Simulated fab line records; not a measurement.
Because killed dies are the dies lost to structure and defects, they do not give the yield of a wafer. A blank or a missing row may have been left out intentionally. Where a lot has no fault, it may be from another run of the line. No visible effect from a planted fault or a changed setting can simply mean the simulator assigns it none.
Which tool was responsible? | flow gf180mcu | Sampling: 10 lots, 30 wafers, 3 of 602 route steps

WHAT THE GAUGES SHOWED, per wafer
GF_V2_RS_MEAS_24: uses a four-point probe to measure.
lot  | measured     | on            | V2_W_RS (ohm/sq)
L337 | day 20 23:39 | film metro-04 | 0.325 0.327 0.330
L338 | day 21 08:30 | film metro-01 | 0.330 0.330 0.331
L339 | day 21 16:10 | film metro-04 | 0.326 0.331 0.324
L344 | day 23 08:02 | film metro-04 | 0.384 0.386 0.387 0.385 0.386 0.385
L345 | day 23 17:28 | film metro-04 | 0.394 0.388 0.392 0.394 0.389 0.392
L353 | day 26 08:14 | film metro-02 | 0.328 0.318 0.330
L354 | day 26 19:38 | film metro-04 | 0.327 0.329 0.327
L355 | day 26 20:34 | film metro-04 | 0.334 0.336 0.331
L356 | day 27 05:28 | film metro-02 | 0.331 0.327 0.331
L358 | day 27 20:43 | film metro-04 | 0.332 0.328 0.332

WHICH TOOL RAN EACH LOT (tool, then ch and the chambers of the sampled wafers, then the start)
lot  | GF_V1_SPUTTER_22             | GF_V2_CVD_23
L337 | pvd sputter-02, day 18 19:18 | cvd w-01 ch 0,1, day 20 23:32
L338 | pvd sputter-02, day 19 05:23 | cvd w-02 ch 0, day 21 08:22
L339 | pvd sputter-02, day 19 11:52 | cvd w-02 ch 0,1, day 21 16:04
L344 | pvd sputter-02, day 21 06:26 | cvd w-01 ch 0,1, day 23 07:55
L345 | pvd sputter-03, day 21 15:52 | cvd w-01 ch 0,1, day 23 17:21
L353 | pvd sputter-02, day 24 10:21 | cvd w-02 ch 0,1, day 26 08:07
L354 | pvd sputter-03, day 24 22:39 | cvd w-01 ch 0,1, day 26 19:31
L355 | pvd sputter-02, day 24 23:43 | cvd w-01 ch 0,1, day 26 20:27
L356 | pvd sputter-03, day 25 08:02 | cvd w-02 ch 0,1, day 27 05:21
L358 | pvd sputter-02, day 26 01:09 | cvd w-01 ch 0,1, day 27 20:36
- GF_V1_SPUTTER_22: material TiN, target thk 10 nm, time 40 s.
- GF_V2_CVD_23: deposits W, target thk 350 nm, time 104.94 s.

THE ANSWER, worked out from the rows above alone
Rule: what is usual is taken from the lots themselves. Put in order of their means at a reading, lots are off if they are a third of the lots or fewer, leave a main group of 4 or more, and stand apart from it by a gap of 3 or more times the standard deviation of the main group's means; of several such gaps the widest counts. If all means in a main group match to the digits the tables above print for the reading, that group is not used. A lot without any number at a reading at which 4 lots or more have one is off too. The other lots that the step has rows for count as sound.
Off: L344, L345, at GF_V2_RS_MEAS_24 (V2_W_RS). The main group: mean 0.329 ohm/sq, standard deviation 0.0025.
A tool fits if, at a process step before that reading, it ran every lot that is off, and no sound lot after the first of them. Those tools and the gauges at GF_V2_RS_MEAS_24 are tried in the same way. None of those tried fits.

WHAT THE SIMULATOR HAD INSERTED
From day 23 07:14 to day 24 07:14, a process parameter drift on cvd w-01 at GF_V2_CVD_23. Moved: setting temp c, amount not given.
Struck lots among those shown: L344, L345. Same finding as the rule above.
